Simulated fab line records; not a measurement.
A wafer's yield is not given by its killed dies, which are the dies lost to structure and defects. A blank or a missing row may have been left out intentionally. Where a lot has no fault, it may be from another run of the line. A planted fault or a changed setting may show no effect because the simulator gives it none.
Which of the tools did it? | flow gf180mcu | 14 lots, 42 wafers sampled, at 3 steps of a route of 602

== WHAT EACH GAUGE READ, for each wafer ==
GF_POLY_GATE_THK_MEAS_01.
lot  | measured     | on           | POLY_GATE_CVD_00_THK (nm)
L103 | day 8 12:28  | filmMetro-04 | 199.3 198.3 198.3
L104 | day 8 18:55  | filmMetro-04 | 195.8 195.9 195.8
L105 | day 9 01:35  | filmMetro-02 | 195.9 195.8 195.4
L106 | day 9 08:51  | filmMetro-02 | 198.9 199.2 198.4
L107 | day 9 16:16  | filmMetro-03 | 198.5 199.8 198.9
L108 | day 9 19:05  | filmMetro-03 | 202.6 200.6 200.8
L109 | day 10 03:24 | filmMetro-02 | 202.2 199.9 201.6
L110 | day 10 13:01 | filmMetro-04 | 201.1 200.4 200.8
L111 | day 10 17:16 | filmMetro-03 | 200.7 200.2 201.5
L121 | day 14 00:34 | filmMetro-04 | 198.4 198.5 199.5
L120 | day 14 03:21 | filmMetro-02 | 202.2 202.2 201.4
L122 | day 14 10:34 | filmMetro-03 | 203.9 204.3 202.7
L123 | day 14 14:19 | filmMetro-03 | 201.7 199.7 199.9
L125 | day 15 07:48 | filmMetro-03 | 199.4 201.0 200.1

GF_PSD_RS_MEAS_15: uses a four-point probe to measure.
lot  | measured     | on           | PSD_RS (ohm/sq)
L103 | day 14 08:22 | filmMetro-04 | 108.78 108.83 108.99
L104 | day 14 17:39 | filmMetro-04 | 108.20 108.51 108.54
L105 | day 14 23:11 | filmMetro-02 | 108.39 108.09 108.01
L106 | day 15 12:38 | filmMetro-04 | 108.42 108.84 108.50
L107 | day 15 16:27 | filmMetro-02 | 108.27 108.34 108.17
L108 | day 15 20:30 | filmMetro-01 | 108.70 108.79 108.89
L109 | day 16 06:31 | filmMetro-02 | 108.83 108.71 108.82
L110 | day 16 19:58 | filmMetro-01 | 108.38 107.97 108.26
L111 | day 16 21:27 | filmMetro-04 | 108.91 109.10 108.81
L121 | day 21 04:22 | filmMetro-02 | 108.43 108.23 108.46
L120 | day 21 03:49 | filmMetro-01 | 108.98 108.54 108.73
L122 | day 21 12:16 | filmMetro-04 | 108.80 108.81 108.79
L123 | day 21 14:55 | filmMetro-02 | 108.76 108.55 108.70
L125 | day 22 11:35 | filmMetro-04 | 108.37 108.71 108.63

== TOOL THAT RAN EACH LOT (tool first, then ch and the chambers of the sampled wafers, then the start) ==
lot  | GF_VT_IMPLANT_EXPOSE_26
L103 | ilineStepper-02 ch 0, day 6 15:16
L104 | ilineStepper-01 ch 0, day 6 20:36
L105 | ilineStepper-01 ch 0, day 7 02:55
L106 | ilineStepper-01 ch 0, day 7 08:11
L107 | ilineStepper-02 ch 0, day 7 14:46
L108 | ilineStepper-02 ch 0, day 7 16:38
L109 | ilineStepper-02 ch 0, day 8 01:40
L110 | ilineStepper-02 ch 0, day 8 09:44
L111 | ilineStepper-01 ch 0, day 8 14:22
L121 | ilineStepper-01 ch 0, day 11 17:31
L120 | ilineStepper-01 ch 0, day 11 19:13
L122 | ilineStepper-02 ch 0, day 12 03:29
L123 | ilineStepper-02 ch 0, day 12 06:12
L125 | ilineStepper-02 ch 0, day 12 21:59
- GF_VT_IMPLANT_EXPOSE_26: exposes mask LVPWELL HV AREA, target cd 860 nm.

== WHAT THE TOOLS THEMSELVES READ (means of the sampled wafers that have a number; where no wafer has one, the mark that the record gives instead) ==
GF_VT_IMPLANT_EXPOSE_26.
lot  | tool            | exposureDoseMJCm2
L103 | ilineStepper-02 | 140.08
L104 | ilineStepper-01 | 140.02
L105 | ilineStepper-01 | 139.80
L106 | ilineStepper-01 | 140.19
L107 | ilineStepper-02 | 139.85
L108 | ilineStepper-02 | 140.09
L109 | ilineStepper-02 | 140.12
L110 | ilineStepper-02 | 139.92
L111 | ilineStepper-01 | 139.96
L121 | ilineStepper-01 | 135.38
L120 | ilineStepper-01 | 135.37
L122 | ilineStepper-02 | 139.98
L123 | ilineStepper-02 | 140.06
L125 | ilineStepper-02 | 139.92

== THE ANSWER, worked out from the rows above alone ==
Rule: the lots themselves supply what counts as usual. The widest of any qualifying gaps counts: lots, ordered by their means at a reading, are off when they make up no more than a third of the lots, leave a main group of 4 or more, and stand apart from it by 3 or more times the standard deviation of that group's means. If all means in a main group match to the digits the tables above print for the reading, that group is not used. A lot without any number at a reading at which 4 lots or more have one is off too. All remaining lots with rows at the step are treated as sound. First the gauges in route order, then the tools' own readings, where a lot's mean is used as printed above. The first step at which some lot is off is used, and at that step the reading that is off furthest; a lot without a number counts as furthest.
Off: L121, L120, at GF_VT_IMPLANT_EXPOSE_26 (exposureDoseMJCm2). Mean 140.00 and standard deviation 0.11 in the main group.
If a tool, at that step or one of the process steps before it, ran each lot that is off and ran no sound lot following the first of them, it fits. One fits: GF_VT_IMPLANT_EXPOSE_26 on ilineStepper-01. Its last sound lot is L111 (day 8 14:22), its first lot that is off L121 (day 11 17:31): a fault that began between those two fits.
The tool's own readings at GF_VT_IMPLANT_EXPOSE_26 bear it out: on the lots that are off they differ by more than 5 times the standard deviation of the sound lots' means. exposureDoseMJCm2 reads 135.38 there against 140.00 on the sound lots.

== WHAT THE SIMULATOR HAD INSERTED ==
Process parameter drift: ilineStepper-01, from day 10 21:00 on, at GF_VT_IMPLANT_EXPOSE_26. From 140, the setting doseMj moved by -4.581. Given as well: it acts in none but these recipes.
Lots struck among those shown: L121, L120. The same result came from the rule above.
